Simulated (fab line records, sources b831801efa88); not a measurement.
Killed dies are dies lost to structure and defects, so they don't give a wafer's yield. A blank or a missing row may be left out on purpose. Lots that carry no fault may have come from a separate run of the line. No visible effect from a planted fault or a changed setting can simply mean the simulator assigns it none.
fab line records	flow gf180mcu	part 1 of 2: steps 1 to 29 of 39
record lots=5	wafers=15	lastDay=33
route steps=602 shown M1@320 V1@335
lots untouched by any fault: they come from a run of this same line in which no faults occurred
startH: start of the lot's first displayed wafer, in hours after the record's first day	waitH: time in hours since the lot's previous step	" repeats the value in the row above	L1.1+2: a row that stands for several wafers	- value missing, or start not given	* or withheld: withheld	< > ~ a bound
route shown NAME@n: NAME is a module with steps in the file, n the number in the route of the first one	usual: mean/standard deviation taken from wafers without a fault	same: alike in all rows	chamber/n: place in a boat	sites: per-site readings	_std_site: standard deviation across them	_edge_site: inner sites' mean taken away from outer sites' mean	radiusMm: for every site, how far away it sits from the centre of the wafer	mask NAME#n: copy n	behind: tool/chamber where the wafer was last shaped	hold: the reason the lot was held/the length of the hold in hours/how it ended	device: names the non-switching transistor (n, p or np)	end of line: tests of these same wafers at the route's end	step lacking rows: just its recipe	killed: at the first sort, the dies lost to defects and structure; wafer yield is something else	map: a wafer's dies, marking killed ones x, the rest . and places with no die _
set.NAME: the setting that was run; set.NAME@STEP: the one run at that earlier step	model.NAME: the simulator's own value behind a step, which no gauge read
lots at some steps of the route; a table a step, a row a wafer
services: when a tool's chamber went out of use (startH, in hours from the record's first day, below 0 if earlier), for how many hours, and the reason
## steps
# step GF_M1_RS_MEAS_05
# recipe thkMeasGauge=four-point-probe	reads=TiN_of_M1_SPUTTER_04+Ti_of_M1_SPUTTER_03+AlCu_of_M1_SPUTTER_02+TiN_of_M1_SPUTTER_01+Ti_of_M1_SPUTTER_00
# usual M1_ALCU_RS=0.0696/0.00072
lot.wafer	tool	chamber	startH	waitH	M1_ALCU_RS[ohm/sq]
L076.2	filmMetro-03	-	379.30	0.0	0.0701
L076.5	"	-	"	"	0.0699
L076.6	"	-	"	"	0.0690
L077.1	filmMetro-01	-	388.07	0.0	0.0703
L077.3	"	-	"	"	0.0696
L077.4	"	-	"	"	0.0706
L079.2	filmMetro-02	-	410.77	0.0	0.0692
L079.4	"	-	"	"	0.0694
L079.6	"	-	"	"	0.0694
L082.2	filmMetro-02	-	430.20	0.0	0.0702
L082.4	"	-	"	"	0.0699
L082.5	"	-	"	"	0.0699
L093.4	filmMetro-02	-	533.59	0.1	0.0703
L093.5	"	-	"	"	0.0706
L093.6	"	-	"	"	0.0702
# step GF_M1_THK_MEAS_06
# recipe thkMeasGauge=xrf	reads=AlCu_of_M1_SPUTTER_02
# usual M1_ALCU_THK=441/5.2
lot.wafer	tool	chamber	startH	waitH	M1_ALCU_THK[nm]
L076.2	filmMetro-03	-	379.41	0.1	437
L076.5	"	-	"	"	441
L076.6	"	-	"	"	445
L077.1	filmMetro-01	-	388.19	0.1	439
L077.3	"	-	"	"	440
L077.4	"	-	"	"	436
L079.2	filmMetro-02	-	410.88	0.1	439
L079.4	"	-	"	"	440
L079.6	"	-	"	"	439
L082.2	filmMetro-02	-	430.31	0.1	434
L082.4	"	-	"	"	435
L082.5	"	-	"	"	436
L093.4	filmMetro-02	-	533.68	0.1	436
L093.5	"	-	"	"	431
L093.6	"	-	"	"	435
# step GF_M1_DEHYDRATE_07
# recipe tempC=200	timeS=60
# usual plateTempC=199.99/0.18
lot.wafer	tool	chamber	startH	waitH	plateTempC
L076.2	lithoTrack-03	0	390.43	11.0	200.01
L076.5	"	0	"	"	199.98
L076.6	"	0	"	"	199.89
L077.1	lithoTrack-01	0	398.86	10.7	200.02
L077.3	"	0	"	"	199.87
L077.4	"	0	"	"	199.75
L079.2	lithoTrack-02	0	421.79	10.9	199.91
L079.4	"	0	"	"	200.10
L079.6	"	0	"	"	199.91
L082.2	lithoTrack-01	0	442.24	11.9	200.24
L082.4	"	0	"	"	200.10
L082.5	"	0	"	"	200.00
L093.4	lithoTrack-02	0	544.24	10.5	200.16
L093.5	"	0	"	"	199.85
L093.6	"	0	"	"	199.93
# step GF_M1_HMDS_08
# recipe primeTimeS=60	primeTempC=120
# usual primeTempC=120.00/0.12
lot.wafer	tool	chamber	startH	waitH	primeTempC
L076.2	lithoTrack-03	0	390.58	0.1	120.20
L076.5	"	0	"	"	119.99
L076.6	"	0	"	"	120.06
L077.1	lithoTrack-01	0	399.01	0.1	120.12
L077.3	"	0	"	"	120.04
L077.4	"	0	"	"	119.77
L079.2	lithoTrack-02	0	421.94	0.1	120.13
L079.4	"	0	"	"	120.18
L079.6	"	0	"	"	120.22
L082.2	lithoTrack-01	0	442.39	0.1	119.84
L082.4	"	0	"	"	119.85
L082.5	"	0	"	"	119.79
L093.4	lithoTrack-02	0	544.39	0.1	120.18
L093.5	"	0	"	"	120.11
L093.6	"	0	"	"	119.92
# step GF_M1_COAT_09
# recipe resist=KrF	spinRpm=withheld	resistThkNm=1000
# usual dispensePressureKPa=50/3.1
lot.wafer	tool	chamber	startH	waitH	dispensePressureKPa
L076.2	lithoTrack-03	0	390.73	0.1	50
L076.5	"	0	"	"	50
L076.6	"	0	"	"	50
L077.1	lithoTrack-01	0	399.16	0.1	54
L077.3	"	0	"	"	54
L077.4	"	0	"	"	54
L079.2	lithoTrack-02	0	422.09	0.1	46
L079.4	"	0	"	"	46
L079.6	"	0	"	"	46
L082.2	lithoTrack-01	0	442.54	0.1	54
L082.4	"	0	"	"	54
L082.5	"	0	"	"	54
L093.4	lithoTrack-02	0	544.54	0.1	46
L093.5	"	0	"	"	46
L093.6	"	0	"	"	46
# step GF_M1_SOFTBAKE_10
# recipe tempC=130	timeS=60	resist=KrF
# usual plateTempC=130.02/0.14
lot.wafer	tool	chamber	startH	waitH	plateTempC
L076.2	lithoTrack-03	0	390.88	0.1	130.22
L076.5	"	0	"	"	130.14
L076.6	"	0	"	"	130.20
L077.1	lithoTrack-01	0	399.31	0.1	130.09
L077.3	"	0	"	"	130.24
L077.4	"	0	"	"	130.06
L079.2	lithoTrack-02	0	422.24	0.1	129.83
L079.4	"	0	"	"	129.77
L079.6	"	0	"	"	129.79
L082.2	lithoTrack-01	0	442.69	0.1	130.08
L082.4	"	0	"	"	130.05
L082.5	"	0	"	"	129.98
L093.4	lithoTrack-02	0	544.69	0.1	129.83
L093.5	"	0	"	"	130.15
L093.6	"	0	"	"	129.99
# step GF_M1_EXPOSE_11
# recipe maskId=Metal1	targetCdNm=230	na=0.68	sourceShape=conventional	sigmaOuter=0.6	doseMj=28
# same na=0.68
lot.wafer	tool	chamber	startH	waitH	mask
L076.2+5+6	krfScanner-02	0	-	-	Metal1#0
L077.1+3+4	krfScanner-01	0	-	-	Metal1#0
L079.2+4+6	krfScanner-02	0	-	-	Metal1#0
L082.2+4+5	krfScanner-02	0	-	-	Metal1#0
L093.4+5+6	krfScanner-01	0	-	-	Metal1#0
# step GF_M1_PEB_12
# recipe pebTempC=135	pebTimeS=90	resist=KrF
# usual plateTempC=135.01/0.15
lot.wafer	tool	chamber	startH	waitH	plateTempC
L076.2	lithoTrack-02	0	-	-	134.94
L076.5	"	0	"	"	134.86
L076.6	"	0	"	"	135.21
L077.1	lithoTrack-03	0	-	-	134.94
L077.3	"	0	"	"	135.01
L077.4	"	0	"	"	134.87
L079.2	lithoTrack-01	0	-	-	135.35
L079.4	"	0	"	"	135.44
L079.6	"	0	"	"	135.31
L082.2	lithoTrack-02	0	-	-	135.35
L082.4	"	0	"	"	135.41
L082.5	"	0	"	"	135.02
L093.4	lithoTrack-03	0	-	-	134.92
L093.5	"	0	"	"	135.04
L093.6	"	0	"	"	134.94
# step GF_M1_DEVELOP_13
# recipe developTimeS=60	devTempC=21
lot.wafer	tool	chamber	startH	waitH
L076.2+5+6	lithoTrack-02	0	402.24	0.2
L077.1+3+4	lithoTrack-03	0	411.01	0.2
L079.2+4+6	lithoTrack-01	0	433.99	0.2
L082.2+4+5	lithoTrack-02	0	454.29	0.2
L093.4+5+6	lithoTrack-03	0	556.03	0.1
# step GF_M1_CD_MEAS_14
# recipe targetCdNm=230
# usual cdNm=230.4/0.99
lot.wafer	tool	chamber	startH	waitH	cdNm
L076.2	cdSem-01	-	402.39	0.1	230.0
L076.5	"	-	"	"	230.3
L076.6	"	-	"	"	230.0
L077.1	cdSem-02	-	411.16	0.1	229.4
L077.3	"	-	"	"	229.6
L077.4	"	-	"	"	228.3
L079.2	cdSem-01	-	434.13	0.1	231.7
L079.4	"	-	"	"	230.0
L079.6	"	-	"	"	230.8
L082.2	cdSem-02	-	454.44	0.1	231.6
L082.4	"	-	"	"	231.5
L082.5	"	-	"	"	231.3
L093.4	cdSem-02	-	556.17	0.1	229.4
L093.5	"	-	"	"	230.2
L093.6	"	-	"	"	228.8
# step GF_M1_OVL_MEAS_15
# usual M1_OVL=-4/5.8
lot.wafer	tool	chamber	startH	waitH	M1_OVL[nm]
L076.2	overlay-02	-	402.49	0.1	-2
L076.5	"	-	"	"	5
L076.6	"	-	"	"	-3
L077.1	overlay-01	-	411.28	0.1	-6
L077.3	"	-	"	"	-5
L077.4	"	-	"	"	0
L079.2	overlay-02	-	434.24	0.1	2
L079.4	"	-	"	"	2
L079.6	"	-	"	"	-1
L082.2	overlay-02	-	454.54	0.1	1
L082.4	"	-	"	"	1
L082.5	"	-	"	"	1
L093.4	overlay-02	-	556.24	0.1	-9
L093.5	"	-	"	"	-11
L093.6	"	-	"	"	-5
# step GF_M1_METAL_ETCH_16
# recipe chemistry=Cl2/BCl3	maskMaterial=KrF	targetDepthNm=627.5	stopOn=SiO2	pressureMtorr=8	icpW=800	biasW=136.5	Cl2_flow_sccm=80	bcl3FlowSccm=40	timeS=104.6
# usual drypumpMotorCurrentA=5.5/0.31	oesProductAu=0.970/0.0058	throttleValvePct=28.251/0.0099
lot.wafer	tool	chamber	startH	waitH	drypumpMotorCurrentA	oesProductAu	rfHoursCounterH	throttleValvePct
L076.2	rieMetal-03	1	402.52	0.0	5.5	0.968	6	28.272
L076.5	"	1	"	"	5.4	0.969	-	28.248
L076.6	"	0	"	"	5.2	0.972	-	28.249
L077.1	rieMetal-04	0	411.31	0.0	5.8	0.965	2	28.240
L077.3	"	1	"	"	4.9	0.977	-	28.249
L077.4	"	0	"	"	5.8	0.967	-	28.250
L079.2	rieMetal-04	0	434.27	0.0	5.9	0.976	2	28.241
L079.4	"	0	"	"	5.8	0.972	-	28.246
L079.6	"	0	"	"	5.8	0.975	-	28.237
L082.2	rieMetal-02	0	454.61	0.1	5.6	0.965	-	28.249
L082.4	"	0	"	"	5.6	0.979	-	28.255
L082.5	"	0	"	"	5.6	0.968	-	28.254
L093.4	rieMetal-04	1	556.30	0.0	5.0	0.969	-	28.263
L093.5	"	1	"	"	5.0	0.966	-	28.261
L093.6	"	0	"	"	5.8	0.970	-	28.251
# step GF_M1_STRIP_17
# recipe chemistry=O2/N2	powerW=1400	pressureMtorr=1500	platenTempC=250	o2FlowSccm=3000	n2FlowSccm=300	overashFraction=0.5
# usual drypumpMotorCurrentA=5.8/0.53	heaterPowerW=326/19	oesProductAu=0.559/0.0046	stripTimeToEndpointS=7.90/0.039
# same overashFraction=0.5
lot.wafer	tool	chamber	startH	waitH	drypumpMotorCurrentA	heaterPowerW	oesProductAu	rfHoursCounterH	stripTimeToEndpointS
L076.2	plasmaAsher-02	0	402.63	0.1	5.6	312	0.552	22	7.92
L076.5	"	0	"	"	5.6	316	0.557	-	7.92
L076.6	"	1	"	"	6.4	306	0.556	-	7.88
L077.1	plasmaAsher-03	1	411.43	0.1	5.7	331	0.560	81	7.93
L077.3	"	0	"	"	5.3	336	0.554	-	7.87
L077.4	"	1	"	"	5.7	327	0.554	-	7.87
L079.2	plasmaAsher-02	0	434.38	0.1	5.6	323	0.557	25	7.91
L079.4	"	1	"	"	6.4	313	0.561	-	7.92
L079.6	"	1	"	"	6.5	307	0.565	-	7.94
L082.2	plasmaAsher-02	0	454.80	0.1	5.6	321	0.557	27	7.91
L082.4	"	1	"	"	6.4	307	0.557	-	7.92
L082.5	"	1	"	"	6.4	302	0.557	-	7.93
L093.4	plasmaAsher-02	1	556.41	0.1	6.5	305	0.556	-	7.88
L093.5	"	0	"	"	5.6	323	0.561	-	7.83
L093.6	"	1	"	"	6.5	308	0.555	-	7.84
# step GF_M1_STRIP_18
# recipe chemistry=postEtchResidueRemover	timeS=1200	tempC=72.5
lot.wafer	tool	chamber	startH	waitH
L076.2+5+6	wetBench-04	1	402.73	0.1
L077.1+3+4	wetBench-04	3	411.53	0.1
L079.2+4+6	wetBench-03	1	434.48	0.1
L082.2+4+5	wetBench-03	1	454.90	0.1
L093.4+5+6	wetBench-03	0	556.47	0.0
# step GF_M1_CLEAN_19
# recipe chemistry=DIW	dry=n2Spin
lot.wafer	tool	chamber	startH	waitH
L076.2+5+6	wetBench-02	0	403.08	0.0
L077.1+3+4	wetBench-02	2	411.87	0.0
L079.2+4+6	wetBench-03	3	434.92	0.1
L082.2+4+5	wetBench-03	3	455.24	0.0
L093.4+5+6	wetBench-02	2	556.82	0.0
# step GF_V1_CVD_00
# recipe material=SiO2	targetThkNm=600	sigmaOpenFrac=0.3	tempC=400	timeS=100	sih4FlowSccm=60	pressureMtorr=6
lot.wafer	tool	chamber	startH	waitH
L076.2+5+6	hdpcvd-01	0,0,2	403.17	0.0
L077.1+3+4	hdpcvd-01	1,2,1	411.96	0.0
L079.2+4+6	hdpcvd-02	2,1,2	435.02	0.0
L082.2+4+5	hdpcvd-02	0,1,0	455.33	0.0
L093.4+5+6	hdpcvd-01	2,0,1	556.94	0.0
# step GF_V1_THK_MEAS_01
# recipe reads=SiO2_of_V1_CVD_00
# usual V1_CVD_00_THK=600/5.7
lot.wafer	tool	chamber	startH	waitH	V1_CVD_00_THK[nm]
L076.2	filmMetro-01	-	403.25	0.0	607
L076.5	"	-	"	"	609
L076.6	"	-	"	"	595
L077.1	filmMetro-03	-	412.03	0.0	580
L077.3	"	-	"	"	593
L077.4	"	-	"	"	589
L079.2	filmMetro-03	-	435.10	0.0	606
L079.4	"	-	"	"	597
L079.6	"	-	"	"	608
L082.2	filmMetro-03	-	455.41	0.0	597
L082.4	"	-	"	"	595
L082.5	"	-	"	"	596
L093.4	filmMetro-03	-	557.01	0.0	605
L093.5	"	-	"	"	609
L093.6	"	-	"	"	611
# step GF_V1_CVD_02
# recipe material=SiO2	targetThkNm=850	precursor=TEOS	tempC=400	timeS=94.851	rfW=600
# usual heaterPowerW=651/63
lot.wafer	tool	chamber	startH	waitH	heaterPowerW
L076.2	pecvd-01	2	403.30	0.0	725
L076.5	"	1	"	"	740
L076.6	"	2	"	"	574
L077.1	pecvd-02	1	412.09	0.1	744
L077.3	"	2	"	"	688
L077.4	"	0	"	"	669
L079.2	pecvd-03	1	435.15	0.0	664
L079.4	"	1	"	"	653
L079.6	"	2	"	"	525
L082.2	pecvd-02	0	455.46	0.0	632
L082.4	"	0	"	"	671
L082.5	"	2	"	"	719
L093.4	pecvd-02	0	557.08	0.1	605
L093.5	"	2	"	"	603
L093.6	"	1	"	"	750
# step GF_V1_THK_MEAS_03
# recipe reads=SiO2_of_V1_CVD_02
# usual V1_CVD_02_THK=847/11
lot.wafer	tool	chamber	startH	waitH	V1_CVD_02_THK[nm]
L076.2	filmMetro-01	-	403.38	0.0	843
L076.5	"	-	"	"	841
L076.6	"	-	"	"	850
L077.1	filmMetro-04	-	412.16	0.0	834
L077.3	"	-	"	"	849
L077.4	"	-	"	"	868
L079.2	filmMetro-04	-	435.23	0.0	837
L079.4	"	-	"	"	849
L079.6	"	-	"	"	846
L082.2	filmMetro-04	-	455.54	0.0	831
L082.4	"	-	"	"	840
L082.5	"	-	"	"	845
L093.4	filmMetro-04	-	557.14	0.0	862
L093.5	"	-	"	"	866
L093.6	"	-	"	"	852
# step GF_V1_CMP_04
# recipe material=SiO2	downForcePsi=4	platenRpm=60	padVelocityMS=0.94248
# usual motorCurrentA=11.8/0.64	timeToEndpointS=80/5.6
lot.wafer	tool	chamber	startH	waitH	motorCurrentA	timeToEndpointS
L076.2	cmp-02	3	403.43	0.0	12.4	77
L076.6	"	3	"	"	11.6	82
L076.5	"	0	"	"	12.0	78
L077.4	cmp-02	1	412.22	0.0	12.1	79
L077.1	"	2	"	"	11.3	78
L077.3	"	0	"	"	12.6	85
L079.2	cmp-01	2	435.28	0.0	10.6	70
L079.4	"	0	"	"	11.1	75
L079.6	"	2	"	"	11.4	70
L082.2	cmp-01	2	455.64	0.1	11.0	73
L082.4	"	0	"	"	11.4	74
L082.5	"	2	"	"	10.6	76
L093.4	cmp-02	1	557.32	0.2	11.4	80
L093.6	"	2	"	"	12.0	84
L093.5	"	3	"	"	11.9	89
# step GF_V1_BOW_MEAS_05
# recipe mode=bow
# usual V1_BOW=84/7.6
lot.wafer	tool	chamber	startH	waitH	V1_BOW[um]
L076.2	filmMetro-01	-	403.75	0.3	77
L076.5	"	-	"	"	79
L076.6	"	-	"	"	76
L077.1	filmMetro-03	-	412.52	0.2	75
L077.3	"	-	"	"	62
L077.4	"	-	"	"	80
L079.2	filmMetro-01	-	435.60	0.3	81
L079.4	"	-	"	"	88
L079.6	"	-	"	"	88
L082.2	filmMetro-01	-	455.91	0.2	91
L082.4	"	-	"	"	88
L082.5	"	-	"	"	89
L093.4	filmMetro-03	-	557.53	0.2	86
L093.5	"	-	"	"	80
L093.6	"	-	"	"	98
# step GF_V1_DEHYDRATE_06
# recipe tempC=200	timeS=60
# usual plateTempC=199.99/0.15
lot.wafer	tool	chamber	startH	waitH	plateTempC
L076.2	lithoTrack-01	0	414.84	11.1	200.01
L076.5	"	0	"	"	199.83
L076.6	"	0	"	"	200.27
L077.1	lithoTrack-02	0	423.92	11.4	199.83
L077.3	"	0	"	"	199.83
L077.4	"	0	"	"	199.92
L079.2	lithoTrack-01	0	447.24	11.6	199.93
L079.4	"	0	"	"	200.13
L079.6	"	0	"	"	200.01
L082.2	lithoTrack-01	0	467.34	11.4	199.97
L082.4	"	0	"	"	200.28
L082.5	"	0	"	"	200.06
L093.4	lithoTrack-02	0	567.59	10.0	199.70
L093.5	"	0	"	"	199.82
L093.6	"	0	"	"	200.00
# step GF_V1_HMDS_07
# recipe primeTimeS=60	primeTempC=120
# usual primeTempC=120.05/0.12
lot.wafer	tool	chamber	startH	waitH	primeTempC
L076.2	lithoTrack-01	0	414.99	0.1	120.03
L076.5	"	0	"	"	119.89
L076.6	"	0	"	"	120.02
L077.1	lithoTrack-02	0	424.07	0.1	120.17
L077.3	"	0	"	"	120.17
L077.4	"	0	"	"	120.27
L079.2	lithoTrack-01	0	447.39	0.1	120.10
L079.4	"	0	"	"	120.04
L079.6	"	0	"	"	120.05
L082.2	lithoTrack-01	0	467.49	0.1	119.97
L082.4	"	0	"	"	119.92
L082.5	"	0	"	"	119.73
L093.4	lithoTrack-02	0	567.74	0.1	119.88
L093.5	"	0	"	"	120.15
L093.6	"	0	"	"	120.20
# step GF_V1_COAT_08
# recipe resist=BARC	tempC=withheld	timeS=withheld	spinRpm=withheld	resistThkNm=withheld
# usual dispensePressureKPa=48/3.4
lot.wafer	tool	chamber	startH	waitH	dispensePressureKPa
L076.2	lithoTrack-01	0	415.14	0.1	54
L076.5	"	0	"	"	54
L076.6	"	0	"	"	54
L077.1	lithoTrack-02	0	424.22	0.1	46
L077.3	"	0	"	"	46
L077.4	"	0	"	"	46
L079.2	lithoTrack-01	0	447.54	0.1	54
L079.4	"	0	"	"	54
L079.6	"	0	"	"	54
L082.2	lithoTrack-01	0	467.64	0.1	54
L082.4	"	0	"	"	54
L082.5	"	0	"	"	54
L093.4	lithoTrack-02	0	567.89	0.1	46
L093.5	"	0	"	"	46
L093.6	"	0	"	"	46
# step GF_V1_COAT_09
# recipe resist=KrF	spinRpm=withheld	resistThkNm=1000
# usual dispensePressureKPa=48/3.4
lot.wafer	tool	chamber	startH	waitH	dispensePressureKPa
L076.2	lithoTrack-01	0	-	-	54
L076.5	"	0	"	"	54
L076.6	"	0	"	"	54
L077.1	lithoTrack-02	0	-	-	46
L077.3	"	0	"	"	46
L077.4	"	0	"	"	46
L079.2	lithoTrack-01	0	-	-	54
L079.4	"	0	"	"	54
L079.6	"	0	"	"	54
L082.2	lithoTrack-01	0	-	-	54
L082.4	"	0	"	"	54
L082.5	"	0	"	"	54
L093.4	lithoTrack-02	0	-	-	46
L093.5	"	0	"	"	46
L093.6	"	0	"	"	46
# step GF_V1_SOFTBAKE_10
# recipe tempC=130	timeS=60	resist=KrF
# usual plateTempC=129.98/0.13
lot.wafer	tool	chamber	startH	waitH	plateTempC
L076.2	lithoTrack-01	0	-	-	130.14
L076.5	"	0	"	"	129.95
L076.6	"	0	"	"	129.95
L077.1	lithoTrack-02	0	-	-	130.15
L077.3	"	0	"	"	129.99
L077.4	"	0	"	"	130.09
L079.2	lithoTrack-01	0	-	-	129.77
L079.4	"	0	"	"	130.02
L079.6	"	0	"	"	130.13
L082.2	lithoTrack-01	0	-	-	130.08
L082.4	"	0	"	"	130.04
L082.5	"	0	"	"	130.01
L093.4	lithoTrack-02	0	-	-	129.72
L093.5	"	0	"	"	129.71
L093.6	"	0	"	"	129.65
# step GF_V1_EXPOSE_11
# recipe maskId=Via1	targetCdNm=260	na=0.68	sourceShape=conventional	sigmaOuter=0.6	doseMj=38
# same na=0.68
lot.wafer	tool	chamber	startH	waitH	mask
L076.2+5+6	krfScanner-02	0	-	-	Via1#0
L077.1+3+4	krfScanner-01	0	-	-	Via1#0
L079.2+4+6	krfScanner-02	0	-	-	Via1#0
L082.2+4+5	krfScanner-01	0	-	-	Via1#0
L093.4+5+6	krfScanner-02	0	-	-	Via1#0
# step GF_V1_PEB_12
# recipe pebTempC=135	pebTimeS=90	resist=KrF
# usual plateTempC=134.99/0.13
lot.wafer	tool	chamber	startH	waitH	plateTempC
L076.2	lithoTrack-04	0	-	-	134.83
L076.5	"	0	"	"	135.12
L076.6	"	0	"	"	134.92
L077.1	lithoTrack-04	0	-	-	134.98
L077.3	"	0	"	"	135.02
L077.4	"	0	"	"	134.90
L079.2	lithoTrack-04	0	-	-	135.06
L079.4	"	0	"	"	134.88
L079.6	"	0	"	"	135.03
L082.2	lithoTrack-02	0	-	-	135.16
L082.4	"	0	"	"	135.03
L082.5	"	0	"	"	135.06
L093.4	lithoTrack-02	0	-	-	134.91
L093.5	"	0	"	"	134.93
L093.6	"	0	"	"	134.98
# step GF_V1_DEVELOP_13
# recipe developTimeS=60	resist=KrF	devTempC=21
lot.wafer	tool	chamber	startH	waitH
L076.2+5+6	lithoTrack-04	0	427.34	0.2
L077.1+3+4	lithoTrack-04	0	436.41	0.2
L079.2+4+6	lithoTrack-04	0	460.09	0.2
L082.2+4+5	lithoTrack-02	0	479.79	0.2
L093.4+5+6	lithoTrack-02	0	578.79	0.1
